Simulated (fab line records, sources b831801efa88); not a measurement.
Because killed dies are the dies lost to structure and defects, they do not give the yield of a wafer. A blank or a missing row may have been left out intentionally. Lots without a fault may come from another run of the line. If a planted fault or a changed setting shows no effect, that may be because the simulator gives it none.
Which tool is to blame? + flow gf180mcu + Sampling: 14 lots, 42 wafers, 4 of 602 route steps

WHAT THE GAUGES SHOWED, per wafer
GF_V1_THK_MEAS_03. Usual: for V1_CVD_02_THK the level is 853 nm and the standard deviation is 11.
| lot  | measured     | on            | V1_CVD_02_THK (nm) | flag |
|------|--------------|---------------|--------------------|------|
| L808 | day 16 20:52 | film-metro-04 | 854 868 859        |      |
| L810 | day 17 21:32 | film-metro-04 | 854 853 859        |      |
| L811 | day 18 00:43 | film-metro-04 | 836 841 841        |      |
| L812 | day 18 17:17 | film-metro-04 | 851 863 879        |      |
| L813 | day 18 23:36 | film-metro-04 | 849 859 866        |      |
| L814 | day 19 02:23 | film-metro-04 | 837 858 865        |      |
| L815 | day 20 01:31 | film-metro-04 | 857 856 875        |      |
| L816 | day 20 02:48 | film-metro-04 | 855 863 862        |      |
| L817 | day 20 09:13 | film-metro-02 | 852 843 850        |      |
| L820 | day 21 16:47 | film-metro-04 | 840 865 851        |      |
| L827 | day 24 00:42 | film-metro-04 | 841 849 836        |      |
| L828 | day 24 05:33 | film-metro-04 | 851 856 858        |      |
| L829 | day 24 15:56 | film-metro-02 | 847 844 825        |      |
| L831 | day 25 07:50 | film-metro-01 | 856 859 861        |      |

GF_V1_THK_MEAS_25: measures by xrf. Usual: for V1_W_THK the level is 360 nm and the standard deviation is 5.1.
| lot  | measured     | on            | V1_W_THK (nm) | flag |
|------|--------------|---------------|---------------|------|
| L808 | day 17 21:20 | film-metro-04 | 364 360 366   |      |
| L810 | day 18 22:50 | film-metro-04 | 358 359 362   |      |
| L811 | day 19 02:05 | film-metro-04 | 351 356 360   |      |
| L812 | day 19 18:44 | film-metro-04 | 357 358 358   |      |
| L813 | day 20 01:06 | film-metro-04 | 355 356 362   |      |
| L814 | day 20 04:50 | film-metro-02 | 359 363 353   |      |
| L815 | day 21 02:53 | film-metro-02 | 355 356 360   |      |
| L816 | day 21 04:26 | film-metro-01 | 361 359 365   |      |
| L817 | day 21 11:08 | film-metro-04 | 359 356 352   |      |
| L820 | day 22 18:22 | film-metro-04 | 359 350 358   |      |
| L827 | day 24 23:45 | film-metro-04 | 368 363 350   |      |
| L828 | day 25 05:23 | film-metro-04 | 361 354 354   |      |
| L829 | day 25 15:26 | film-metro-02 | 367 361 363   |      |
| L831 | day 26 07:02 | film-metro-04 | 361 364 356   |      |

WHICH TOOL RAN EACH LOT (tool, then ch and the chambers of the sampled wafers, then the start)
| lot  | GF_MVSD_SOFTBAKE_03              | GF_M1_STRIP_17                       |
|------|----------------------------------|--------------------------------------|
| L808 | litho-track-03 ch 0, day 3 22:41 | plasma-asher-02 ch 0,1, day 16 20:05 |
| L810 | litho-track-04 ch 0, day 4 15:16 | plasma-asher-03 ch 0,1, day 17 20:37 |
| L811 | litho-track-01 ch 0, day 4 18:22 | plasma-asher-04 ch 0,1, day 17 23:34 |
| L812 | litho-track-03 ch 0, day 5 01:50 | plasma-asher-02 ch 0,1, day 18 16:32 |
| L813 | litho-track-03 ch 0, day 5 07:11 | plasma-asher-04 ch 0,1, day 18 22:49 |
| L814 | litho-track-03 ch 0, day 5 10:05 | plasma-asher-02 ch 0,1, day 19 01:34 |
| L815 | litho-track-04 ch 0, day 5 22:24 | plasma-asher-03 ch 0,1, day 20 00:26 |
| L816 | litho-track-03 ch 0, day 6 01:25 | plasma-asher-02 ch 0,1, day 20 01:43 |
| L817 | litho-track-03 ch 0, day 6 06:20 | plasma-asher-02 ch 0,1, day 20 08:28 |
| L820 | litho-track-03 ch 0, day 6 23:29 | plasma-asher-03 ch 0,1, day 21 15:43 |
| L827 | litho-track-01 ch 0, day 8 19:40 | plasma-asher-03 ch 0,1, day 23 23:50 |
| L828 | litho-track-04 ch 0, day 8 20:11 | plasma-asher-04 ch 0,1, day 24 04:47 |
| L829 | litho-track-04 ch 0, day 9 01:44 | plasma-asher-02 ch 0,1, day 24 15:11 |
| L831 | litho-track-04 ch 0, day 9 14:29 | plasma-asher-02 ch 0,1, day 25 07:07 |
- GF_MVSD_SOFTBAKE_03
- GF_M1_STRIP_17: strips in O2/N2.

AS READ BY THE TOOLS THEMSELVES (means over the sampled wafers that have a number; for cases with no such wafer, the mark the record gives instead)
GF_MVSD_SOFTBAKE_03. Usual: heater-power-total-W 65.32 W, standard deviation 0.13; plate-temp-C 110.02 C, standard deviation 0.15.
| lot  | tool           | heater-power-total-W (W) | plate-temp-C (C) | flag |
|------|----------------|--------------------------|------------------|------|
| L808 | litho-track-03 | 65.35                    | 110.11           |      |
| L810 | litho-track-04 | 65.21                    | 110.10           |      |
| L811 | litho-track-01 | 65.39                    | 109.86           |      |
| L812 | litho-track-03 | 65.44                    | 110.06           |      |
| L813 | litho-track-03 | 65.15                    | 109.89           |      |
| L814 | litho-track-03 | 65.32                    | 110.03           |      |
| L815 | litho-track-04 | 65.21                    | 109.89           |      |
| L816 | litho-track-03 | 65.33                    | 110.23           |      |
| L817 | litho-track-03 | 66.56                    | 111.42           | OFF  |
| L820 | litho-track-03 | 66.53                    | 111.60           | OFF  |
| L827 | litho-track-01 | 65.40                    | 110.11           |      |
| L828 | litho-track-04 | 65.30                    | 110.11           |      |
| L829 | litho-track-04 | 65.22                    | 109.97           |      |
| L831 | litho-track-04 | 65.33                    | 109.85           |      |

GF_M1_STRIP_17. Usual: drypump-motor-current-A 5.93 A, standard deviation 0.24; heater-power-w 345 W, standard deviation 29; oes-product-au 0.558 a.u., standard deviation 0.0049; strip-time-to-endpoint-s 7.88 s, standard deviation 0.048.
| lot  | tool            | drypump-motor-current-A (A) | heater-power-w (W) | oes-product-au (a.u.) | strip-time-to-endpoint-s (s) | flag |
|------|-----------------|-----------------------------|--------------------|-----------------------|------------------------------|------|
| L808 | plasma-asher-02 | 6.11                        | 352                | 0.561                 | 7.92                         |      |
| L810 | plasma-asher-03 | 5.59                        | 325                | 0.553                 | 7.82                         |      |
| L811 | plasma-asher-04 | 5.93                        | 373                | 0.553                 | 7.81                         |      |
| L812 | plasma-asher-02 | 6.11                        | 356                | 0.558                 | 7.84                         |      |
| L813 | plasma-asher-04 | 5.94                        | 377                | 0.557                 | 7.89                         |      |
| L814 | plasma-asher-02 | 6.12                        | 355                | 0.559                 | 7.87                         |      |
| L815 | plasma-asher-03 | 5.59                        | 326                | 0.563                 | 7.91                         |      |
| L816 | plasma-asher-02 | 6.11                        | 353                | 0.561                 | 7.88                         |      |
| L817 | plasma-asher-02 | 6.10                        | 349                | 0.558                 | 7.84                         |      |
| L820 | plasma-asher-03 | 5.58                        | 325                | 0.560                 | 7.91                         |      |
| L827 | plasma-asher-03 | 5.57                        | 322                | 0.562                 | 7.86                         |      |
| L828 | plasma-asher-04 | 6.06                        | 366                | 0.559                 | 7.93                         |      |
| L829 | plasma-asher-02 | 6.02                        | 330                | 0.558                 | 7.86                         |      |
| L831 | plasma-asher-02 | 6.10                        | 351                | 0.561                 | 7.93                         |      |

THE ANSWER, worked out from the rows above alone
Rule: a lot is off if the mean of its wafers that have a number lies more than 3 standard deviations from the usual mean. A lot without any number at a reading at which 4 lots or more have one is off too. All remaining lots with rows at the step are treated as sound. Order of review: gauges by route order, followed by the tools' own readings, for which a lot's mean as printed above is used. At the first step where some lot is off, the reading lying furthest off is the one used; lots without a number count as furthest.
Off at GF_MVSD_SOFTBAKE_03 (plate-temp-C): L817, L820.
If a tool, at that step or one of the process steps before it, ran each lot that is off and ran no sound lot following the first of them, it fits. One fits: GF_MVSD_SOFTBAKE_03 on litho-track-03. A fault onset in the window from L816 (day 6 01:25, its last sound lot) to L817 (day 6 06:20, its first lot off) fits.
The tool's own readings at GF_MVSD_SOFTBAKE_03 bear it out: on the lots that are off they differ by more than 5 times the standard deviation of the sound lots' means. heater-power-total-W reads 66.55 W there against 65.30 W on the sound lots; plate-temp-C reads 111.51 C there against 110.02 C on the sound lots.

WHAT THE SIMULATOR HAD INSERTED
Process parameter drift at GF_MVSD_SOFTBAKE_03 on litho-track-03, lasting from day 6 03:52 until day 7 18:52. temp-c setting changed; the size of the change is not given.
Struck lots among those shown: L817, L820. The rule above reached the same finding.
